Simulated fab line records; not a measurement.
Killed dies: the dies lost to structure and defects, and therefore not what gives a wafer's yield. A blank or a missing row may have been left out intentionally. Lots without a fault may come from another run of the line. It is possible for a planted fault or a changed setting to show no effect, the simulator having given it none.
Matching of chambers / flow sky130 / rieDiel-02 running SKY_CONTACT_ETCH_17: 4 sister chambers
The step etches SiO2 in C4F8/O2/Ar, stops on Si3N4, target depth 340 nm. 4 wafers are shown with their chamber, then 7 later ones without.

## EACH WAFER AND ITS CHAMBER
wafer=L624.3; chamber=3; biasW (W)=1199
wafer=L624.4; chamber=1; biasW (W)=1196
wafer=L637.1; chamber=2; biasW (W)=1201
wafer=L637.3; chamber=0; biasW (W)=1198

## WAFERS WITH NO CHAMBER GIVEN
wafer=L637.5; biasW (W)=1194
wafer=L638.1; biasW (W)=1194
wafer=L638.5; biasW (W)=1199
wafer=L638.6; biasW (W)=1196
wafer=L640.2; biasW (W)=1203
wafer=L640.3; biasW (W)=1201
wafer=L640.4; biasW (W)=1196

## EACH ONE'S CHAMBER
wafer=L637.5; from the rows above=can't be placed: 1 or 0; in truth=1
wafer=L638.1; from the rows above=can't be placed: 1 or 0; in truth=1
wafer=L638.5; from the rows above=can't be placed: 3 or 0 or 2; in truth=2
wafer=L638.6; from the rows above=can't be placed: 1 or 0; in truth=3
wafer=L640.2; from the rows above=can't be placed: 2 or 3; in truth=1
wafer=L640.3; from the rows above=can't be placed: 2 or 3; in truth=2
wafer=L640.4; from the rows above=can't be placed: 1 or 0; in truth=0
0 of 7 placed correctly. Unplaceable from these rows: 7, with the true chamber sitting among the candidates in 5. Placed wrongly: 0.
How it was worked out, from the rows above alone: a wafer's distance from a chamber is the root of the sum, over the readings, of the square of ((its reading less the chamber's mean) divided by the reading's scatter). If the next closest chamber is less than 2 further off than the closest, the wafer can't be placed; otherwise it belongs to the closest. A chamber's mean is the mean of its shown wafers. The scatter (one wafer shown for each chamber): square how far every hidden wafer sits from the nearest shown wafer, average those squares and take the square root.
